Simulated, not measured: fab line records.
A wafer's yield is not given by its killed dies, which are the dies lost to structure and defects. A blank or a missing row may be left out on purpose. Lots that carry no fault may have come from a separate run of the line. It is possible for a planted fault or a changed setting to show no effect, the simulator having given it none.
Which of the tools did it? || flow gf180mcu || 33 wafers from 11 lots sampled at 3 of the route's 602 steps

== WHAT THE GAUGES READ, wafer by wafer ==
GF_TOP_METAL_CD_MEAS_14 targets a cd of 440 nm.
{"lot": "L144", "measured": "day 28 10:47", "on": "cd-sem-02", "cd-nm (nm)": "442.7 441.5 442.8"}
{"lot": "L148", "measured": "day 29 22:12", "on": "cd-sem-01", "cd-nm (nm)": "439.4 442.7 441.6"}
{"lot": "L150", "measured": "day 30 12:24", "on": "cd-sem-02", "cd-nm (nm)": "439.9 439.2 437.8"}
{"lot": "L151", "measured": "day 30 20:50", "on": "cd-sem-02", "cd-nm (nm)": "446.3 445.6 441.5"}
{"lot": "L152", "measured": "day 31 05:06", "on": "cd-sem-02", "cd-nm (nm)": "437.6 439.6 437.9"}
{"lot": "L153", "measured": "day 31 08:27", "on": "cd-sem-01", "cd-nm (nm)": "441.2 439.5 439.9"}
{"lot": "L159", "measured": "day 33 08:00", "on": "cd-sem-01", "cd-nm (nm)": "459.4 458.7 458.5 459.4 458.6 458.4"}
{"lot": "L161", "measured": "day 33 10:10", "on": "cd-sem-01", "cd-nm (nm)": "456.8 456.2 457.2 457.0 456.4 457.1"}
{"lot": "L163", "measured": "day 33 20:18", "on": "cd-sem-01", "cd-nm (nm)": "438.1 438.8 439.9"}
{"lot": "L164", "measured": "day 34 00:10", "on": "cd-sem-02", "cd-nm (nm)": "440.6 439.3 437.6"}
{"lot": "L165", "measured": "day 34 05:11", "on": "cd-sem-01", "cd-nm (nm)": "441.4 441.7 439.2"}

== TOOL THAT RAN EACH LOT (tool first, then ch and the chambers of the sampled wafers, then the start) ==
{"lot": "L144", "GF_M5_ETCH_09": "rie-diel-04 ch 0,1,3, day 26 15:30", "GF_TOP_METAL_COAT_09": "litho-track-02 ch 0, day 28 00:48"}
{"lot": "L148", "GF_M5_ETCH_09": "rie-diel-03 ch 1,2,3, day 28 04:49", "GF_TOP_METAL_COAT_09": "litho-track-02 ch 0, day 29 12:24"}
{"lot": "L150", "GF_M5_ETCH_09": "rie-diel-01 ch 1,2,3, day 28 20:10", "GF_TOP_METAL_COAT_09": "litho-track-04 ch 0, day 30 02:57"}
{"lot": "L151", "GF_M5_ETCH_09": "rie-diel-01 ch 0,1, day 29 04:19", "GF_TOP_METAL_COAT_09": "litho-track-04 ch 0, day 30 11:54"}
{"lot": "L152", "GF_M5_ETCH_09": "rie-diel-03 ch 0,1,3, day 29 13:42", "GF_TOP_METAL_COAT_09": "litho-track-02 ch 0, day 30 20:24"}
{"lot": "L153", "GF_M5_ETCH_09": "rie-diel-03 ch 0,1, day 29 17:39", "GF_TOP_METAL_COAT_09": "litho-track-04 ch 0, day 30 23:12"}
{"lot": "L159", "GF_M5_ETCH_09": "rie-diel-04 ch 1,3, day 31 19:24", "GF_TOP_METAL_COAT_09": "litho-track-04 ch 0, day 33 00:00"}
{"lot": "L161", "GF_M5_ETCH_09": "rie-diel-01 ch 1,2, day 31 22:00", "GF_TOP_METAL_COAT_09": "litho-track-04 ch 0, day 33 02:10"}
{"lot": "L163", "GF_M5_ETCH_09": "rie-diel-01 ch 1,3, day 32 09:28", "GF_TOP_METAL_COAT_09": "litho-track-01 ch 0, day 33 11:53"}
{"lot": "L164", "GF_M5_ETCH_09": "rie-diel-03 ch 2,3, day 32 12:33", "GF_TOP_METAL_COAT_09": "litho-track-02 ch 0, day 33 16:13"}
{"lot": "L165", "GF_M5_ETCH_09": "rie-diel-01 ch 0,2,3, day 32 18:57", "GF_TOP_METAL_COAT_09": "litho-track-02 ch 0, day 33 21:33"}
- GF_M5_ETCH_09: etches Si3N4 in CF4/O2, target depth 52 nm, time 11.6 s.
- GF_TOP_METAL_COAT_09: resist thk 1500 nm.

== THE ANSWER, worked out from the rows above alone ==
Rule: the lots themselves supply what counts as usual. The widest of any qualifying gaps counts: lots, ordered by their means at a reading, are off when they make up no more than a third of the lots, leave a main group of 4 or more, and stand apart from it by 3 or more times the standard deviation of that group's means. A main group whose means are all the same, to the digits that the tables above print for the reading, isn't used. Also off: a lot with no number at a reading for which 4 or more lots have one. Any other lot the step has rows for is counted as sound.
Off at GF_TOP_METAL_CD_MEAS_14 (cd-nm): L159, L161. For the main group the mean is 440.5 nm and the standard deviation 1.9.
A tool fits if, at a process step before that reading, it ran every lot that is off, and no sound lot after the first of them. Gauges at GF_TOP_METAL_CD_MEAS_14: tried the same way as those tools. One fits: litho-track-04 at GF_TOP_METAL_COAT_09. Its last sound lot is L153 (day 30 23:12), its first lot that is off L159 (day 33 00:00): a fault that began between those two fits.

== WHAT WAS PUT IN BY THE SIMULATOR ==
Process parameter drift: litho-track-04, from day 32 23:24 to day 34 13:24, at GF_TOP_METAL_COAT_09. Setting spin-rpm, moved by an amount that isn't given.
Lots struck among those shown: L159, L161. Same finding as the rule above.
